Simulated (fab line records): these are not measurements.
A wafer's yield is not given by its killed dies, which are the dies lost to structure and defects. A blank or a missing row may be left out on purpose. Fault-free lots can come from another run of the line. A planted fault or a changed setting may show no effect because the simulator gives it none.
One fault through the eyes of 2 desks || flow gf180mcu || numbers are kept per desk, each desk with only its own; the story behind them comes last

== AT THE TOOL OWNER'S DESK: krf scanner-01 ==
The tool's own readings at GF_STI_EXPOSE_09 (exposes mask COMP, target cd 220 nm): means of the sampled wafers that have a number, for each lot that ran on this tool. Marked OUT: a lot whose mean sits more than 4 standard deviations from the usual mean, which makes it out of limits; the brackets give that distance.
Columns: A = stage vel mm s at GF_STI_EXPOSE_09, usual 500.04 mm/s
{"lot": "L879", "first seen here": "day 1 20:07", "A": 499.88}
{"lot": "L880", "first seen here": "day 2 03:41", "A": 499.85}
{"lot": "L887", "first seen here": "day 3 13:14", "A": 500.24}
{"lot": "L888", "first seen here": "day 3 16:55", "A": 500.03}
{"lot": "L891", "first seen here": "day 4 08:22", "A": 500.02}
{"lot": "L893", "first seen here": "day 4 19:10", "A": 500.09}
{"lot": "L894", "first seen here": "day 5 02:46", "A": 499.99}
{"lot": "L897", "first seen here": "day 5 15:02", "A": 500.38}
Finding of this desk: none of the 8 lots has anything out of limits.

== THE METROLOGY DESK ==
What the gauges read, lot by lot, whatever tool the lot ran on: means of the sampled wafers that have a number. Marked OUT: a lot whose mean sits more than 4 standard deviations from the usual mean, which makes it out of limits; the brackets give that distance.
Columns: A = cd nm at GF_STI_CD_MEAS_12, usual 219.9 nm; B = VT_IMPLANT_TW at GF_VT_IMPLANT_TW_MEAS_10, usual 560; C = NWELL_RS at GF_VT_IMPLANT_RS_MEAS_47, usual 487.7 ohm/sq
{"lot": "L879", "first seen here": "day 2 01:42", "A": 218.9, "B": 557, "C": 489.6}
{"lot": "L880", "first seen here": "day 2 09:13", "A": 221.5, "B": 563, "C": 487.8}
{"lot": "L881", "first seen here": "day 2 14:14", "A": 218.5, "B": 561, "C": 486.6}
{"lot": "L883", "first seen here": "day 3 01:02", "A": 219.3, "B": 553, "C": 488.2}
{"lot": "L885", "first seen here": "day 3 11:54", "A": 219.2, "B": 564, "C": 487.4}
{"lot": "L887", "first seen here": "day 3 19:25", "A": 220.4, "B": 565, "C": 489.2}
{"lot": "L888", "first seen here": "day 3 23:14", "A": 219.9, "B": 553, "C": 487.1}
{"lot": "L890", "first seen here": "day 4 09:35", "A": 219.7, "B": 561, "C": 486.8}
{"lot": "L891", "first seen here": "day 4 14:56", "A": 220.2, "B": 562, "C": 486.7}
{"lot": "L893", "first seen here": "day 5 02:06", "A": 219.5, "B": 561, "C": 487.8}
{"lot": "L894", "first seen here": "day 5 09:36", "A": 214.8, "B": 562, "C": 485.5}
{"lot": "L897", "first seen here": "day 5 22:16", "A": "209.9 (-7.7) OUT", "B": 560, "C": 487.2}
{"lot": "L900", "first seen here": "day 6 14:37", "A": 217.4, "B": 554, "C": 487.2}
{"lot": "L901", "first seen here": "day 6 18:43", "A": 218.3, "B": 555, "C": 485.3}
Finding of this desk: L897 out of limits; the first was L897 at day 5 22:16, on cd nm at GF_STI_CD_MEAS_12. L879, L880, L881, L883, L885, L887, L888, L890, L891, L893, L894, L900, L901 stayed within limits.

== BROUGHT TOGETHER ==
Metrology desk: alarm possible at day 5 22:16 on L897.
The tool owner's desk saw nothing out of limits.
On record at the tool owner's desk: L897, within its limits.
All the named lots went through GF_STI_EXPOSE_09 on krf scanner-01.

== WHAT THE SIMULATOR HAD INSERTED ==
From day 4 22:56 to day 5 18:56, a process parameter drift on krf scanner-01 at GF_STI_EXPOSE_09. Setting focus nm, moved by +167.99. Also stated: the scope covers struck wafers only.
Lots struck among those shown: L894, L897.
Per desk, hours elapsed from the start of the fault to the first reading out of limits: for the metrology desk, 23.
